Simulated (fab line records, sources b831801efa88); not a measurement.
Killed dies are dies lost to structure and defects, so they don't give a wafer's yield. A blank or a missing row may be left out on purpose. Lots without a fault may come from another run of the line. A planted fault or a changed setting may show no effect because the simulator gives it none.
One fault seen from 2 desks | flow sky130 | each desk has only its own numbers; what lay behind them comes last

THE METROLOGY DESK
What the gauges read, lot by lot, whatever tool the lot ran on: means of the sampled wafers that have a number. A lot is out of limits, marked OUT, if its mean lies more than 4 standard deviations from the usual mean; the brackets give that distance.
Columns: A = FIELD_ISO_CVD_03_THK at SKY_FIELD_ISO_THK_MEAS_04, usual 164.1 nm; B = cd_nm at SKY_VT_ADJUST_HVTR_CD_MEAS_07, usual 380.2 nm
lot  | first seen here | A     | B
L167 | day 2 03:01     | 163.4 | 376.3
L169 | day 2 16:05     | 162.6 | 384.0
L170 | day 2 18:46     | 163.6 | 382.9
L174 | day 3 15:28     | 163.6 | 385.0
L176 | day 4 01:22     | 164.5 | 378.8
L178 | day 4 11:40     | 164.4 | 380.3
L179 | day 4 20:14     | 164.1 | 375.4
L181 | day 4 23:04     | 163.2 | 378.1
L182 | day 5 02:57     | 166.8 | 383.1
L184 | day 5 15:18     | 163.6 | 380.9
L187 | day 6 06:15     | 164.4 | 379.3
L186 | day 6 06:16     | 164.5 | 379.5
L188 | day 6 14:19     | 163.8 | 379.5
This desk's finding: nothing out of limits on any of the 13 lots.

THE TOOL OWNER'S DESK: implanter-02
The tool's own readings at SKY_LDD_N_IMPLANT_15: means of the sampled wafers that have a number, for each lot that ran on this tool. A lot is out of limits, marked OUT, if its mean lies more than 4 standard deviations from the usual mean; the brackets give that distance.
Columns: A = dose_ions_cm2 at SKY_LDD_N_IMPLANT_15, usual 5e+12; B = faraday_current_uA at SKY_LDD_N_IMPLANT_15, usual 28.2
lot  | first seen here | A                       | B
L169 | day 20 19:32    | 5e+12                   | 27.8
L174 | day 21 17:14    | 8e+12 (+99 or more) OUT | 43.5 (+28) OUT
L176 | day 21 20:31    | 8e+12 (+99 or more) OUT | 42.3 (+26) OUT
L178 | day 23 04:52    | 8e+12 (+99 or more) OUT | 43.7 (+28) OUT
This desk's finding: out of limits on L174, L176, L178; first on L174, day 21 17:14 (dose_ions_cm2 at SKY_LDD_N_IMPLANT_15). In limits: L169.

PUT TOGETHER
The tool owner's desk could have raised an alarm at day 21 17:14, on L174, L176, L178.
The metrology desk saw nothing out of limits.
The metrology desk has L174, L176, L178 on record, within its limits.
Of the lots named, all ran SKY_LDD_N_IMPLANT_15 on implanter-02.

WHAT THE SIMULATOR HAD PUT IN
Process parameter drift: implanter-02, from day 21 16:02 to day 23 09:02, at SKY_LDD_N_IMPLANT_15. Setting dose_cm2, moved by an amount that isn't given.
Lots struck among those shown: L174, L176, L178.
Hours from the fault's start to each desk's first reading out of limits: the tool owner's desk, 1.
